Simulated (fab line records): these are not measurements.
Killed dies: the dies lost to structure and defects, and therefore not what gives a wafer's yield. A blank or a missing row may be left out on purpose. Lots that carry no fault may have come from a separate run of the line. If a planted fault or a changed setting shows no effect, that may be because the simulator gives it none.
Commonality check across tools ; flow sky130 ; 39 wafers sampled across 12 lots

WHAT PROMPTED THE OPENING
At SKY_VT_ADJUST_HVTP_TW_MEAS_11 the reading VT_ADJUST_HVTP_TW is flagged on 1 of 12 lots. Fault-free wafers read 1361, with a standard deviation of 13.
Rule: a lot gets a flag if all its wafers with a number sit over 4 standard deviations from that mean, or if no wafer of it has a number. The rest of the lots are taken to be sound.

lot;measured;on;VT_ADJUST_HVTP_TW, wafer by wafer;flag
L781;day 5 20:49;film-metro-02;1370 1369 1371;
L782;day 6 05:00;film-metro-03;1360 1362 1355;
L783;day 6 09:10;film-metro-03;1363 1358 1354;
L785;day 6 22:05;film-metro-04;1344 1348 1337;
L786;day 7 00:19;film-metro-03;1371 1349 1357;
L787;day 7 10:06;film-metro-04;1353 1355 1351;
L789;day 7 21:04;film-metro-04;30 30 30 30 30 30;FLAGGED
L798;day 10 10:47;film-metro-03;1383 1382 1387;
L799;day 10 15:58;film-metro-04;1343 1342 1352;
L801;day 11 11:07;film-metro-03;1387 1394 1377;
L802;day 11 16:27;film-metro-03;1379 1384 1385;
L804;day 12 05:20;film-metro-02;1358 1363 1373;
The numbers of the flagged lots are 30 on average: -1331 against the usual, or -99 or more standard deviations.

WHICH TOOL EACH LOT WENT THROUGH
2 process steps preceding the reading are held in the record, out of 708 steps in the route. Every cell lists first the tool, next ch and the chambers used by the sampled wafers, and last the start.
lot;flag;SKY_PWDE_STRIP_09;SKY_VT_ADJUST_HVTP_EXPOSE_04
L781;;plasma-asher-03 ch 0,1, day 3 17:14;iline-stepper-02 ch 0, day 5 11:30
L782;;plasma-asher-03 ch 0,1, day 3 23:02;iline-stepper-01 ch 0, day 5 20:30
L783;;plasma-asher-04 ch 0,1, day 4 04:13;iline-stepper-02 ch 0, day 5 23:56
L785;;plasma-asher-04 ch 0,1, day 4 16:04;iline-stepper-02 ch 0, day 6 13:13
L786;;plasma-asher-01 ch 0,1, day 4 18:59;iline-stepper-02 ch 0, day 6 15:08
L787;;plasma-asher-04 ch 0,1, day 5 02:08;iline-stepper-01 ch 0, day 6 23:40
L789;FLAGGED;plasma-asher-04 ch 0,1, day 5 13:07;iline-stepper-02 ch 0, day 7 12:04
L798;;plasma-asher-04 ch 0,1, day 7 16:24;iline-stepper-02 ch 0, day 9 23:29
L799;;plasma-asher-01 ch 0,1, day 7 20:43;iline-stepper-01 ch 0, day 10 04:33
L801;;plasma-asher-01 ch 0,1, day 8 14:23;iline-stepper-02 ch 0, day 10 22:58
L802;;plasma-asher-03 ch 0,1, day 8 17:10;iline-stepper-01 ch 0, day 11 04:28
L804;;plasma-asher-03 ch 0,1, day 9 05:41;iline-stepper-02 ch 0, day 11 16:39
What the steps here do:
- SKY_PWDE_STRIP_09: strips in O2/N2.
- SKY_VT_ADJUST_HVTP_EXPOSE_04: exposes mask HVTPM, target cd 380 nm.
- SKY_VT_ADJUST_HVTP_TW_MEAS_11

FLAGGED OVER TOTAL, TOOL BY TOOL (the gauges that took the reading come last)
step;tool;lots run;flagged;share of the flagged lots;sound lots run after its first flagged lot
SKY_PWDE_STRIP_09;plasma-asher-01;3;0;none;-
SKY_PWDE_STRIP_09;plasma-asher-03;4;0;none;-
SKY_PWDE_STRIP_09;plasma-asher-04;5;1;all;1 (L798)
SKY_VT_ADJUST_HVTP_EXPOSE_04;iline-stepper-01;4;0;none;-
SKY_VT_ADJUST_HVTP_EXPOSE_04;iline-stepper-02;8;1;all;3 (L798,L801,L804)
SKY_VT_ADJUST_HVTP_TW_MEAS_11;film-metro-02;2;0;none;-
SKY_VT_ADJUST_HVTP_TW_MEAS_11;film-metro-03;6;0;none;-
SKY_VT_ADJUST_HVTP_TW_MEAS_11;film-metro-04;4;1;all;1 (L799)

WHAT IS ALLOWED BY THE TABLE
3 rows of the table ran every flagged lot: plasma-asher-04 at SKY_PWDE_STRIP_09, iline-stepper-02 at SKY_VT_ADJUST_HVTP_EXPOSE_04, film-metro-04 at SKY_VT_ADJUST_HVTP_TW_MEAS_11.
- plasma-asher-04 at SKY_PWDE_STRIP_09: 1 of its 5 lots flagged. Lots that were sound ran on it after the first flagged one (L798); a persistent fault on the entire tool would not allow that.
- iline-stepper-02 at SKY_VT_ADJUST_HVTP_EXPOSE_04: 1 of its 8 lots flagged. Lots that were sound ran on it after the first flagged one (L798, L801, L804); a persistent fault on the entire tool would not allow that.
- film-metro-04 at SKY_VT_ADJUST_HVTP_TW_MEAS_11: 1 of its 4 lots flagged. Lots that were sound ran on it after the first flagged one (L799); a persistent fault on the entire tool would not allow that.
Not one row of the table ran every flagged lot while running no sound lot after the first.

WHAT THE SIMULATOR HAD INSERTED
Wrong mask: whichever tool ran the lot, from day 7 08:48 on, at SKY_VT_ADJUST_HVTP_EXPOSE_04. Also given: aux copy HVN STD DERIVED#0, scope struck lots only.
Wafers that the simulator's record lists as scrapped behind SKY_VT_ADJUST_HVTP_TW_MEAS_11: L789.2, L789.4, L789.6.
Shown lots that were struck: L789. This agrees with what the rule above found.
